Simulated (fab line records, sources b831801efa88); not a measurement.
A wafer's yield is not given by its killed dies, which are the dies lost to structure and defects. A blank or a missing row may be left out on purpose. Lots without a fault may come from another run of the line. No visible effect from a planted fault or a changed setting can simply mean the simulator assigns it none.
Struck lot and sound lot, side by side | flow sky130 | 15 out of 708 route steps
Sound: these wafers, L555.2, L555.3, L555.4. Wafers L564.3, L564.5, L564.6 were the ones struck. The cause is named last.
At each step with rows: each side's tool, then ch and its chambers, then its first start. Under that, the readings that differ: sound wafers | struck wafers | difference of the means | sigmas: that difference in standard deviations of wafers without a fault.
alike: words and numbers the same on both sides, and readings whose means are apart by under 2 such deviations; not compared: readings that were withheld, readings missing a value for some wafer, numbers with overlapping values and no deviation given by the record, and bounds like >300 which may hide the same value.
A row with sigmas, a row that says differs or no value, or rows on one side alone: a step with any of these is where the two part. When numbers do not overlap yet have no deviation, they are printed without sigmas and do not part them. A reading missing from all wafers of one side parts the sides only when that side holds two or more wafers.

first, 2 steps without rows for these wafers: SKY_METAL2_CLEAN_23 (cleans in O3/DIW); SKY_VIA2_HDPCVD_00 (deposits SiO2, target thk 1180 nm, time 196.7 s).
SKY_VIA2_THK_MEAS_01:
  sound on film metro-04, day 36 00:58; struck on film metro-01, day 38 21:30
  reading              | sound          | struck         | difference | sigmas
  VIA2_HDPCVD_THK (nm) | 1176 1171 1185 | 1192 1212 1216 | +29        | +3
SKY_VIA2_CMP_02: polishes SiO2.
  sound on cmp-02 ch 0,1,3, day 36 01:01; struck on cmp-02 ch 0,3, day 38 21:35
  alike: motor current A, slurry filter dp kPa
SKY_VIA2_BOW_MEAS_03:
  sound on film metro-02, day 36 01:20; struck on film metro-01, day 38 21:53
  alike: VIA2_BOW
then, 7 steps without rows for these wafers: SKY_VIA2_DEHYDRATE_04 (time 60 s); SKY_VIA2_HMDS_05 (prime time 60 s); SKY_VIA2_COAT_06 (resist thk 60 nm); SKY_VIA2_COAT_07 (resist thk 450 nm); SKY_VIA2_SOFTBAKE_08 (time 90 s); SKY_VIA2_EXPOSE_09 (exposes mask VIM2, target cd 200 nm); SKY_VIA2_PEB_10.
SKY_VIA2_DEVELOP_11: develop time 60 s.
  sound on litho track-04 ch 0, day 37 03:00; struck on litho track-01 ch 0, day 39 21:00
  reading              | sound             | struck            | difference | sigmas
  developer temp C (C) | 20.99 21.03 21.12 | 23.08 23.06 23.07 | +2.02      | +24
SKY_VIA2_CD_MEAS_12: target cd 200 nm.
  sound on cd sem-02, day 37 03:10; struck on cd sem-02, day 39 21:55
  reading    | sound             | struck            | difference | sigmas
  cd nm (nm) | 198.0 199.8 199.5 | 203.3 202.9 202.3 | +3.7       | +2
-- the record jumps here: 9 days lie between the struck wafers' starts before and after (it left off in module VIA2 and takes up again in module PAD_OPEN, whose first step shown is number 708 of the route) --
SKY_PAD_OPEN_PROBE_99:
  sound on prober-01, day 46 10:08; struck on prober-01, day 48 16:07
  alike: defect limited yield, killed_at_M0_to_M3, killed_at_M4_up, killed at contacts, killed at front end, killed at other, killed dies, killed open, killed short, sort_bin_3_pad_short, sort_bin_5_function, sort_bin_6_memory, sort n pass, sort yield pct

== WHERE THEY PART ==
Earliest at SKY_VIA2_THK_MEAS_01; latest, in this record, at SKY_VIA2_CD_MEAS_12. Later steps at which nothing parts them and some readings are alike: SKY_PAD_OPEN_PROBE_99.

WHY: what had been put in by the simulator
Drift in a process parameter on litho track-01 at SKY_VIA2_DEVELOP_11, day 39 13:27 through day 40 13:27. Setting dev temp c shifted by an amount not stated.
